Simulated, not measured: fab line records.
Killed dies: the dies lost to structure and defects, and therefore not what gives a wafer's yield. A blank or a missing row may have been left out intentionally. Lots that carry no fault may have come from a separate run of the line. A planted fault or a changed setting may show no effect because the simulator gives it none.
8D (eight disciplines) problem report, filled in by code | flow gf180mcu | the parts of the form that need people (team, actions taken, sign-off) are left out

## 1. WHAT IS WRONG
Mean of run-length-s at GF_V1_DEHYDRATE_06: 91.56 s across 6 wafers in 2 lots; on wafers with no fault it is 89.05 s (standard deviation 0.15). That puts it +17 standard deviations away from the usual mean.
The step: time 60 s.
First observed at day 20 05:11: wafer L108.1, on litho-track-03. Wafers with a number at this step in the record: 42, from 14 lots. Rule for "out", or "out of limits": more than 4 standard deviations from the usual mean. All remaining wafers that have a number are taken as sound.

## 2. WHAT THIS IS AND IS NOT
question                    | is                     | is not
which readings at this step | run-length-s           | resist-line-temp-C
which lots                  | L108, L110             | L101, L102, L103, L111, L114, L118, L119, L120, L121, L122, L123, L124
which wafers of those lots  | all that have a number | -
read on which tools         | litho-track-03         | litho-track-01, litho-track-02
when                        | from day 20 05:11      | up to then (9 sound wafers); but 27 sound wafers of L111, L114, L118, L119, L120, L121, L122, L123, L124 came after

## 3. WHAT RULES OUT EACH SUSPECT
Counting: any tool at a process step up to the reading is kept as a suspect provided that every lot that is out went through it and no sound lot did after the first of them.
- litho-track-03 at GF_V1_DEHYDRATE_06 (time 60 s): ruled out as a lasting fault. Following L108 (day 20 05:11), the first lot on it that is out, the sound lots L123, L124 were run on it.
Left after counting: nothing in the record.

## 4. THE CAUSE (what the simulator had put in)
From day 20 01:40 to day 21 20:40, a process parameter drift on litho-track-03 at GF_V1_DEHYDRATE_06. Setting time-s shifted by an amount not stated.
Counting ruled it out, wrongly.

## 5. SEQUENCE OF EFFECTS, ordered by route
Each row: a reading whose mean over the struck wafers that have a number lies more than 3 standard deviations from the usual. Only readings for which the record gives a usual standard deviation are gone through. hours: the time from each lot's start at the first step in this table that gives one to its start at this step, as a median over the lots. sigmas: the change in usual standard deviations.
hours | step               | reading      | usual   | on struck wafers | change | sigmas
0     | GF_V1_DEHYDRATE_06 | run-length-s | 89.05 s | 91.56            | +2.51  | +17
Here are the process steps it includes:
- GF_V1_DEHYDRATE_06: time 60 s.
Later steps that measure or inspect, where all struck wafers having a row at the step show a number for every such reading and not one has moved that far: GF_V1_OVL_MEAS_15.

## 6. HOW IT WOULD HAVE BEEN CAUGHT EARLIER
4 hours passed between the start of the fault at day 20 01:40 and the first reading out of limits in this record, taken at day 20 05:11.
